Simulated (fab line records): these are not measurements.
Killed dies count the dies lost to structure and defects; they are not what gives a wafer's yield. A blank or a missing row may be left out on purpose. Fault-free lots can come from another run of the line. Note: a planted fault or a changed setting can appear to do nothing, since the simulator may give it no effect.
fab line records	flow sfq_line	part 1 of 2: steps 1 to 24 of 35
record: lots: 5	wafers: 15	last_day: 96
route steps=325 shown L0@6 L0V@16 M0@28
lots that met no fault: taken from a fault-free run of the same line
start_h: start of the lot's first displayed wafer, in hours after the record's first day	wait_h: hours from the lot's prior step to this one	" repeats the value in the row above	L1.1+2: a row that stands for several wafers	- no value, or no start was given	* or withheld: withheld	< > ~ a bound
route shown NAME@n: names a module that has steps shown in the file, with the first one's number in the route	usual: average and standard deviation across the fault-free wafers	same: alike in all rows	chamber/n: place in a boat	sites: each site's reading	_std_site: standard deviation of those values	_edge_site: mean of outer sites minus mean of inner sites	radius_mm: how far each site lies from the wafer's centre	mask NAME#n: copy n	behind: tool/chamber where the wafer was last shaped	hold: cause of the lot's hold/its duration in hours/its outcome	device: which transistor (n, p or np) failed to switch	end of line: tests run on the same wafers once the route is complete	a step with no rows: only its recipe	killed: count of dies lost to structure and defects at first sort (not the wafer's yield)	map: per-die view of a wafer (x killed, . not killed, _ where there is no die)
set.NAME: the setting as run; set.NAME@STEP: as run at that earlier step	model.NAME: the simulator's own value behind a step, which no gauge read
lots seen at some steps along the route; tables by step, rows by wafer
services: the hour from which a tool's chamber was out of use, counted from the record's first day as start_h (under 0 if before that day), plus the number of hours and why
== steps ==
step: SFQ_TRILAYER_L0_LITHO_COAT_010
recipe: resist: BARC	spin_rpm: 3000	resist_thk_nm: 62
usual: spin_speed_rpm: 2999.7/2
lot.wafer	tool	chamber	start_h	wait_h	spin_speed_rpm
L077.3	litho_track-03	0	27.84	0.1	2999.3
L077.4	"	0	"	"	3001.4
L077.6	"	0	"	"	2995.9
L080.1	litho_track-04	0	42.74	0.1	2999.7
L080.2	"	0	"	"	2998.0
L080.5	"	0	"	"	2998.3
L092.3	litho_track-03	0	102.84	0.1	2998.4
L092.4	"	0	"	"	2999.1
L092.5	"	0	"	"	2999.4
L094.1	litho_track-02	0	112.74	0.1	2996.6
L094.2	"	0	"	"	2997.0
L094.4	"	0	"	"	2997.3
L096.1	litho_track-04	0	122.74	0.1	2998.4
L096.2	"	0	"	"	2999.7
L096.3	"	0	"	"	2996.6
step: SFQ_TRILAYER_L0_LITHO_COAT_005
recipe: resist: KrF	spin_rpm: 3000	resist_thk_nm: 600
usual: spin_speed_rpm: 3000.1/2.2
lot.wafer	tool	chamber	start_h	wait_h	spin_speed_rpm
L077.3	litho_track-03	0	28.14	0.2	3001.5
L077.4	"	0	"	"	2999.7
L077.6	"	0	"	"	2996.3
L080.1	litho_track-04	0	43.04	0.2	2997.8
L080.2	"	0	"	"	2998.8
L080.5	"	0	"	"	3002.8
L092.3	litho_track-03	0	103.14	0.2	3000.6
L092.4	"	0	"	"	2998.3
L092.5	"	0	"	"	3000.6
L094.1	litho_track-02	0	113.04	0.2	3000.9
L094.2	"	0	"	"	3002.9
L094.4	"	0	"	"	2999.9
L096.1	litho_track-04	0	123.04	0.2	2999.0
L096.2	"	0	"	"	3001.5
L096.3	"	0	"	"	3001.9
step: SFQ_TRILAYER_L0_LITHO_SOFTBAKE_009
recipe: temp_c: withheld	time_s: withheld	resist: KrF
lot.wafer	tool	chamber	start_h	wait_h
L077.3+4+6	litho_track-03	0	28.39	0.2
L080.1+2+5	litho_track-04	0	43.34	0.2
L092.3+4+5	litho_track-03	0	103.39	0.2
L094.1+2+4	litho_track-02	0	113.34	0.2
L096.1+2+3	litho_track-04	0	123.34	0.2
step: SFQ_TRILAYER_L0_LITHO_EXPOSE_006
recipe: mask_id: L0	na: 0.6	source_shape: conventional	sigma_outer: 0.65	target_cd_nm: 2000	dose_mj: 14.4
usual: reticle_temp_C: 23.03/0.11
lot.wafer	tool	chamber	start_h	wait_h	mask	reticle_temp_C
L077.3	krf_scanner-01	0	96.93	-	L0#0	22.87
L077.4	"	0	"	"	L0#0	22.96
L077.6	"	0	"	"	L0#0	22.84
L080.1	krf_scanner-01	0	115.73	-	L0#0	23.25
L080.2	"	0	"	"	L0#0	23.08
L080.5	"	0	"	"	L0#0	22.98
L092.3	krf_scanner-01	0	195.83	-	L0#0	23.12
L092.4	"	0	"	"	L0#0	23.20
L092.5	"	0	"	"	L0#0	23.06
L094.1	krf_scanner-01	0	-	-	L0#0	23.04
L094.2	"	0	"	"	L0#0	22.98
L094.4	"	0	"	"	L0#0	23.05
L096.1	krf_scanner-02	0	215.16	-	L0#0	22.95
L096.2	"	0	"	"	L0#0	23.16
L096.3	"	0	"	"	L0#0	22.93
step: SFQ_TRILAYER_L0_LITHO_PEB_008
recipe: peb_temp_c: 115	peb_time_s: 60	resist: KrF
lot.wafer	tool	chamber	start_h	wait_h
L077.3+4+6	litho_track-03	0	97.78	0.7
L080.1+2+5	litho_track-02	0	116.93	1.0
L092.3+4+5	litho_track-02	0	196.68	0.7
L094.1+2+4	litho_track-03	0	-	-
L096.1+2+3	litho_track-02	0	216.36	1.0
step: SFQ_TRILAYER_L0_LITHO_DEVELOP_007
recipe: time_s: 60	resist: KrF
lot.wafer	tool	chamber	start_h	wait_h
L077.3+4+6	litho_track-03	0	97.93	0.1
L080.1+2+5	litho_track-02	0	117.08	0.1
L092.3+4+5	litho_track-02	0	196.83	0.1
L094.1+2+4	litho_track-03	0	207.91	0.1
L096.1+2+3	litho_track-02	0	216.51	0.1
step: SFQ_TRILAYER_L0_BARC_OPEN_METAL_ETCH_010
recipe: mask_material: PR	chemistry: O2	target_depth_nm: 125	target: BARC	icp_w: 600	bias_w: 80	pressure_mtorr: 10	time_s: 41.7
usual: drypump_motor_current_A: 5.8/0.3	oes_product_au: 0.684/0.0043	rf_fwd_power_W: 591.9/2.9
lot.wafer	tool	chamber	start_h	wait_h	drypump_motor_current_A	oes_product_au	rf_fwd_power_W	rf_hours_counter_h
L077.3	rie_metal-04	0	98.05	0.1	5.7	0.683	592.3	-
L077.4	"	1	"	"	6.5	0.690	590.2	-
L077.6	"	0	"	"	5.7	0.683	594.0	-
L080.1	rie_metal-02	0	117.23	0.1	5.4	0.675	594.9	132
L080.2	"	1	"	"	6.0	0.677	588.1	65
L080.5	"	0	"	"	5.5	0.679	594.6	-
L092.3	rie_metal-02	0	196.95	0.1	5.5	0.687	591.4	-
L092.4	"	1	"	"	6.0	0.685	590.0	-
L092.5	"	0	"	"	5.5	0.682	591.3	-
L094.1	rie_metal-02	1	208.06	0.1	6.0	0.692	591.1	83
L094.2	"	0	"	"	5.5	0.686	593.3	150
L094.4	"	0	"	"	5.5	0.682	593.3	-
L096.1	rie_metal-02	0	216.66	0.1	5.5	0.681	590.8	153
L096.2	"	1	"	"	6.0	0.683	590.0	85
L096.3	"	1	"	"	6.0	0.678	591.4	-
step: SFQ_TRILAYER_L0_ETCH_METAL_ETCH_008
recipe: target: MoNx_KI	stop_on: SiO2	mask_material: PR	chemistry: SF6/O2	target_depth_nm: 50	icp_w: 600	bias_w: 80	pressure_mtorr: 10	time_s: 25
usual: drypump_motor_current_A: 5.83/0.3	oes_product_au: 0.874/0.0062	rf_fwd_power_W: 589/3
lot.wafer	tool	chamber	start_h	wait_h	drypump_motor_current_A	oes_product_au	rf_fwd_power_W	rf_hours_counter_h
L077.3	rie_metal-04	0	98.10	0.0	5.70	0.875	594	-
L077.4	"	1	"	"	6.33	0.875	591	-
L077.6	"	0	"	"	5.67	0.870	595	-
L080.1	rie_metal-02	0	117.29	0.0	5.47	0.874	591	132
L080.2	"	1	"	"	6.00	0.871	588	65
L080.5	"	0	"	"	5.47	0.868	593	-
L092.3	rie_metal-02	0	197.00	0.0	5.45	0.871	590	-
L092.4	"	1	"	"	6.01	0.874	590	-
L092.5	"	0	"	"	5.44	0.881	590	-
L094.1	rie_metal-02	1	208.12	0.0	6.04	0.873	588	83
L094.2	"	0	"	"	5.46	0.871	589	150
L094.4	"	0	"	"	5.50	0.872	591	-
L096.1	rie_metal-02	0	216.72	0.0	5.48	0.870	590	153
L096.2	"	1	"	"	6.01	0.866	588	85
L096.3	"	1	"	"	6.03	0.872	588	-
step: SFQ_TRILAYER_L0_STRIP_STRIP_009
recipe: gas: O2	power_w: 200	platen_temp_c: 40	overash_fraction: 0.65	chemistry: O2	pressure_mtorr: 50
usual: drypump_motor_current_A: 5.8/0.3	oes_product_au: 0.997/0.007
lot.wafer	tool	chamber	start_h	wait_h	drypump_motor_current_A	oes_product_au	rf_hours_counter_h
L077.3	rie_metal-04	0	98.33	0.2	5.7	0.996	-
L077.4	"	1	"	"	6.4	0.994	-
L077.6	"	0	"	"	5.7	0.994	-
L080.1	rie_metal-02	0	117.33	0.0	5.5	0.989	133
L080.2	"	1	"	"	6.0	0.988	65
L080.5	"	0	"	"	5.5	0.991	-
L092.3	rie_metal-02	0	197.23	0.2	5.5	0.996	-
L092.4	"	1	"	"	6.0	1.002	-
L092.5	"	0	"	"	5.4	0.999	-
L094.1	rie_metal-02	1	208.16	0.0	6.0	1.009	83
L094.2	"	0	"	"	5.5	1.002	150
L094.4	"	0	"	"	5.5	0.998	-
L096.1	rie_metal-02	0	216.77	0.0	5.5	0.994	153
L096.2	"	1	"	"	6.0	1.001	85
L096.3	"	1	"	"	6.0	0.994	-
step: SFQ_TRILAYER_L0_STRIP_SOLV_CLEAN_010
recipe: chemistry: NMP	temp_c: 70	time_s: 600
usual: bath_heat_duty_pct: 13.5/1.3
lot.wafer	tool	chamber	start_h	wait_h	bath_heat_duty_pct
L077.3	wet_bench-01	5	98.73	0.2	11.6
L077.4	"	4	"	"	14.6
L077.6	"	2	"	"	12.9
L080.1	wet_bench-03	6	117.93	0.4	14.3
L080.2	"	2	"	"	16.9
L080.5	"	5	"	"	11.7
L092.3	wet_bench-02	3	197.63	0.2	13.7
L092.4	"	0	"	"	13.1
L092.5	"	1	"	"	13.5
L094.1	wet_bench-01	2	208.76	0.4	13.0
L094.2	"	4	"	"	13.5
L094.4	"	3	"	"	13.5
L096.1	wet_bench-03	2	217.37	0.4	14.6
L096.2	"	0	"	"	15.8
L096.3	"	7	"	"	13.2
step: SFQ_TRILAYER_L0_CAP_PECVD_011
recipe: material: SiO2	temp_c: 150	time_s: 13.333	pressure_torr: 2.4	rf_w: 177.9	precursor: SiH4/N2O	target_thk_nm: 60
usual: heater_power_w: 87/17	rf_fwd_power_W: 174.9/1	throttle_valve_pct: 24.4/1.3
lot.wafer	tool	chamber	start_h	wait_h	heater_power_w	rf_fwd_power_W	throttle_valve_pct
L077.3	pecvd-04	0	98.91	0.0	80	176.3	26.1
L077.4	"	1	"	"	134	175.3	25.4
L077.6	"	2	"	"	87	175.8	26.3
L080.1	pecvd-01	0	118.11	0.0	93	174.4	24.3
L080.2	"	2	"	"	75	175.0	23.5
L080.5	"	0	"	"	94	174.8	24.2
L092.3	pecvd-01	1	197.81	0.0	81	174.8	23.9
L092.4	"	2	"	"	75	176.3	23.6
L092.5	"	0	"	"	91	173.4	24.4
L094.1	pecvd-04	0	208.94	0.0	71	175.5	26.2
L094.2	"	2	"	"	84	173.5	26.2
L094.4	"	0	"	"	73	175.9	25.9
L096.1	pecvd-03	0	217.54	0.0	67	174.8	21.9
L096.2	"	2	"	"	96	174.4	21.2
L096.3	"	1	"	"	94	175.7	22.7
step: SFQ_TRILAYER_L0_VIA_LITHO_COAT_018
recipe: resist: BARC	spin_rpm: 3000	resist_thk_nm: 62
usual: spin_speed_rpm: 2999.9/2.1
lot.wafer	tool	chamber	start_h	wait_h	spin_speed_rpm
L077.3	litho_track-01	0	99.03	0.1	2996.4
L077.4	"	0	"	"	2996.7
L077.6	"	0	"	"	2998.4
L080.1	litho_track-04	0	118.13	0.0	2999.7
L080.2	"	0	"	"	2998.7
L080.5	"	0	"	"	3004.1
L092.3	litho_track-01	0	197.93	0.1	2998.4
L092.4	"	0	"	"	3001.5
L092.5	"	0	"	"	3000.3
L094.1	litho_track-01	0	208.96	0.0	3000.7
L094.2	"	0	"	"	2999.4
L094.4	"	0	"	"	2997.9
L096.1	litho_track-01	0	217.56	0.0	3000.3
L096.2	"	0	"	"	3000.2
L096.3	"	0	"	"	3002.8
step: SFQ_TRILAYER_L0_VIA_LITHO_COAT_013
recipe: resist: KrF	spin_rpm: 3000	resist_thk_nm: 650
usual: spin_speed_rpm: 2999.9/2
lot.wafer	tool	chamber	start_h	wait_h	spin_speed_rpm
L077.3	litho_track-01	0	99.33	0.2	3003.7
L077.4	"	0	"	"	3000.2
L077.6	"	0	"	"	3003.7
L080.1	litho_track-04	0	118.43	0.2	3001.7
L080.2	"	0	"	"	3000.1
L080.5	"	0	"	"	3000.5
L092.3	litho_track-01	0	198.23	0.2	3000.7
L092.4	"	0	"	"	2997.5
L092.5	"	0	"	"	3001.3
L094.1	litho_track-01	0	209.26	0.2	3000.5
L094.2	"	0	"	"	3000.3
L094.4	"	0	"	"	3001.3
L096.1	litho_track-01	0	217.86	0.2	3000.1
L096.2	"	0	"	"	3003.0
L096.3	"	0	"	"	2999.0
step: SFQ_TRILAYER_L0_VIA_LITHO_SOFTBAKE_017
recipe: temp_c: withheld	time_s: withheld	resist: KrF
lot.wafer	tool	chamber	start_h	wait_h
L077.3+4+6	litho_track-01	0	99.58	0.2
L080.1+2+5	litho_track-04	0	118.73	0.2
L092.3+4+5	litho_track-01	0	198.48	0.2
L094.1+2+4	litho_track-01	0	209.56	0.2
L096.1+2+3	litho_track-01	0	218.16	0.2
step: SFQ_TRILAYER_L0_VIA_LITHO_EXPOSE_014
recipe: mask_id: L0V	na: 0.6	source_shape: conventional	sigma_outer: 0.65	target_cd_nm: 700	dose_mj: 21.3
usual: reticle_temp_C: 23.00/0.099
lot.wafer	tool	chamber	start_h	wait_h	mask	reticle_temp_C
L077.3	krf_scanner-01	0	191.03	-	L0V#0	23.07
L077.4	"	0	"	"	L0V#0	23.21
L077.6	"	0	"	"	L0V#0	23.03
L080.1	krf_scanner-02	0	212.76	-	L0V#0	23.04
L080.2	"	0	"	"	L0V#0	23.07
L080.5	"	0	"	"	L0V#0	23.14
L092.3	krf_scanner-02	0	299.15	-	L0V#0	22.99
L092.4	"	0	"	"	L0V#0	23.10
L092.5	"	0	"	"	L0V#0	23.06
L094.1	krf_scanner-02	0	317.95	-	L0V#0	22.97
L094.2	"	0	"	"	L0V#0	22.96
L094.4	"	0	"	"	L0V#0	22.97
L096.1	krf_scanner-02	0	326.35	-	L0V#0	22.96
L096.2	"	0	"	"	L0V#0	22.96
L096.3	"	0	"	"	L0V#0	23.06
step: SFQ_TRILAYER_L0_VIA_LITHO_PEB_016
recipe: peb_temp_c: 115	peb_time_s: 60	resist: KrF
lot.wafer	tool	chamber	start_h	wait_h
L077.3+4+6	litho_track-04	0	191.88	0.7
L080.1+2+5	litho_track-04	0	213.96	1.0
L092.3+4+5	litho_track-01	0	300.00	0.7
L094.1+2+4	litho_track-02	0	319.15	1.0
L096.1+2+3	litho_track-02	0	327.55	1.0
step: SFQ_TRILAYER_L0_VIA_LITHO_DEVELOP_015
recipe: time_s: 60	resist: KrF
lot.wafer	tool	chamber	start_h	wait_h
L077.3+4+6	litho_track-04	0	192.03	0.1
L080.1+2+5	litho_track-04	0	214.11	0.1
L092.3+4+5	litho_track-01	0	300.15	0.1
L094.1+2+4	litho_track-02	0	319.30	0.1
L096.1+2+3	litho_track-02	0	327.70	0.1
step: SFQ_L0V_OVL_MEAS_903
usual: L0V_OVL: 2/5.8
lot.wafer	tool	chamber	start_h	wait_h	L0V_OVL[nm]
L077.3	overlay-02	-	192.14	0.1	5
L077.4	"	-	"	"	5
L077.6	"	-	"	"	10
L080.1	overlay-01	-	214.26	0.1	7
L080.2	"	-	"	"	1
L080.5	"	-	"	"	-1
L092.3	overlay-01	-	300.26	0.1	-8
L092.4	"	-	"	"	-9
L092.5	"	-	"	"	-5
L094.1	overlay-01	-	319.45	0.1	10
L094.2	"	-	"	"	4
L094.4	"	-	"	"	9
L096.1	overlay-01	-	327.85	0.1	-2
L096.2	"	-	"	"	-1
L096.3	"	-	"	"	-5
step: SFQ_TRILAYER_L0_VIA_BARC_OPEN_VIA_ETCH_021
recipe: mask_material: PR	chemistry: O2	target_depth_nm: 125	target: BARC	source_w: 500	bias_w: 80	pressure_mtorr: 30	time_s: 41.7
usual: drypump_motor_current_A: 6.0/0.38	oes_product_au: 0.685/0.0045	rf_fwd_power_W: 494.9/2.1
lot.wafer	tool	chamber	start_h	wait_h	drypump_motor_current_A	oes_product_au	rf_fwd_power_W	rf_hours_counter_h
L077.3	rie_diel-02	0	192.16	0.0	6.0	0.689	496.7	108
L077.4	"	1	"	"	5.7	0.684	497.1	0
L077.6	"	1	"	"	5.7	0.686	495.2	-
L080.1	rie_diel-03	3	214.30	0.0	6.2	0.679	495.5	108
L080.2	"	0	"	"	6.4	0.682	493.7	9
L080.5	"	1	"	"	5.5	0.679	492.8	-
L092.3	rie_diel-02	2	300.28	0.0	6.2	0.690	495.6	34
L092.4	"	3	"	"	6.4	0.677	496.8	71
L092.5	"	2	"	"	6.3	0.689	496.5	-
L094.1	rie_diel-03	0	319.48	0.0	6.4	0.691	496.0	11
L094.2	"	3	"	"	6.2	0.685	493.9	110
L094.4	"	3	"	"	6.2	0.685	495.5	-
L096.1	rie_diel-04	1	327.88	0.0	5.3	0.678	497.4	41
L096.2	"	0	"	"	6.0	0.678	493.3	85
L096.3	"	2	"	"	6.2	0.691	494.9	89
step: SFQ_TRILAYER_L0_VIA_ETCH_VIA_ETCH_016
recipe: target: SiO2	stop_on: MoNx_KI	mask_material: PR	chemistry: CHF3	target_depth_nm: 80	source_w: 500	bias_w: 77.99	pressure_mtorr: 30	time_s: withheld
usual: drypump_motor_current_A: 6.0/0.38	oes_product_au: 0.837/0.0073	rf_fwd_power_W: 495.9/1.8
lot.wafer	tool	chamber	start_h	wait_h	drypump_motor_current_A	oes_product_au	rf_fwd_power_W
L077.3	rie_diel-02	0	192.20	0.0	6.1	0.827	493.7
L077.4	"	1	"	"	5.7	0.850	496.3
L077.6	"	1	"	"	5.7	0.846	499.5
L080.1	rie_diel-03	3	214.34	0.0	6.2	0.832	497.0
L080.2	"	0	"	"	6.4	0.833	494.4
L080.5	"	1	"	"	5.5	0.835	495.7
L092.3	rie_diel-02	2	300.32	0.0	6.3	0.841	495.3
L092.4	"	3	"	"	6.4	0.838	493.5
L092.5	"	2	"	"	6.2	0.848	494.3
L094.1	rie_diel-03	0	319.52	0.0	6.4	0.838	495.5
L094.2	"	3	"	"	6.2	0.840	498.0
L094.4	"	3	"	"	6.2	0.835	496.6
L096.1	rie_diel-04	1	327.92	0.0	5.3	0.838	495.6
L096.2	"	0	"	"	6.0	0.836	494.8
L096.3	"	2	"	"	6.2	0.822	498.4
step: SFQ_TRILAYER_L0_VIA_STRIP_STRIP_017
recipe: gas: O2	power_w: 200	platen_temp_c: 40	overash_fraction: 0.65	chemistry: O2	pressure_mtorr: 50
usual: drypump_motor_current_A: 5.94/0.29	oes_product_au: 1.000/0.0076
lot.wafer	tool	chamber	start_h	wait_h	drypump_motor_current_A	oes_product_au	rf_hours_counter_h
L077.3	rie_metal-03	1	192.45	-	5.81	1.001	-
L077.4	"	0	"	"	6.33	1.005	-
L077.6	"	0	"	"	6.33	1.008	-
L080.1	rie_metal-03	0	214.38	-	6.35	1.003	125
L080.2	"	1	"	"	5.81	1.003	54
L080.5	"	0	"	"	6.36	1.003	-
L092.3	rie_metal-03	1	300.57	-	5.83	1.014	-
L092.4	"	0	"	"	6.33	1.015	-
L092.5	"	0	"	"	6.34	1.007	-
L094.1	rie_metal-04	1	319.57	-	6.38	0.994	144
L094.2	"	0	"	"	5.68	0.989	19
L094.4	"	1	"	"	6.35	0.999	-
L096.1	rie_metal-04	0	327.97	-	5.70	0.995	20
L096.2	"	0	"	"	5.69	0.997	-
L096.3	"	0	"	"	5.70	0.993	-
step: SFQ_TRILAYER_L0_VIA_STRIP_SOLV_CLEAN_018
recipe: chemistry: NMP	temp_c: 70	time_s: 600
usual: bath_heat_duty_pct: 13.9/1.3
lot.wafer	tool	chamber	start_h	wait_h	bath_heat_duty_pct
L077.3	wet_bench-04	7	192.85	0.2	13.6
L077.4	"	2	"	"	16.3
L077.6	"	0	"	"	11.6
L080.1	wet_bench-04	0	214.98	0.4	13.8
L080.2	"	4	"	"	13.1
L080.5	"	6	"	"	12.7
L092.3	wet_bench-04	4	300.97	0.2	13.8
L092.4	"	0	"	"	14.2
L092.5	"	7	"	"	13.8
L094.1	wet_bench-03	4	320.17	0.4	13.3
L094.2	"	2	"	"	15.6
L094.4	"	1	"	"	14.5
L096.1	wet_bench-03	6	329.17	1.0	13.6
L096.2	"	4	"	"	12.4
L096.3	"	3	"	"	15.0
step: SFQ_TRILAYER_M0_DEP_PRE_CLEAN_020
recipe: gas: Ar	time_s: 15	bias_v: 250
lot.wafer	tool	chamber	start_h	wait_h
L077.3+4+6	pvd_sputter-05	-	193.02	0.0
L080.1+2+5	pvd_sputter-05	-	215.16	0.0
L092.3+4+5	pvd_sputter-05	-	301.15	0.0
L094.1+2+4	pvd_sputter-05	-	320.35	0.0
L096.1+2+3	pvd_sputter-05	-	329.35	0.0
step: SFQ_TRILAYER_M0_DEP_SPUTTER_019
recipe: material: Nb	base_pressure_pa: 1.33e-06	chamber_pressure_pa: 0.1333	substrate_temp_c: 20	resputter_cathode_voltage_v: 400	target_thk_nm: 200	power_w: 2000	time_s: 133.3
usual: base_pressure_pa: 1.32e-06/8.9e-08	throttle_valve_pct: 29.8/1
lot.wafer	tool	chamber	start_h	wait_h	base_pressure_pa	throttle_valve_pct
L077.3	pvd_sputter-05	-	193.05	0.0	1.27e-06	30.9
L077.4	"	-	"	"	1.32e-06	29.2
L077.6	"	-	"	"	1.28e-06	29.3
L080.1	pvd_sputter-05	-	215.18	0.0	1.58e-06	28.2
L080.2	"	-	"	"	1.24e-06	30.8
L080.5	"	-	"	"	1.24e-06	27.8
L092.3	pvd_sputter-05	-	301.17	0.0	1.37e-06	30.8
L092.4	"	-	"	"	1.26e-06	30.7
L092.5	"	-	"	"	1.35e-06	28.0
L094.1	pvd_sputter-05	-	320.37	0.0	1.29e-06	30.7
L094.2	"	-	"	"	1.18e-06	27.9
L094.4	"	-	"	"	1.35e-06	29.0
L096.1	pvd_sputter-05	-	329.37	0.0	1.28e-06	29.1
L096.2	"	-	"	"	1.37e-06	30.7
L096.3	"	-	"	"	1.27e-06	30.7
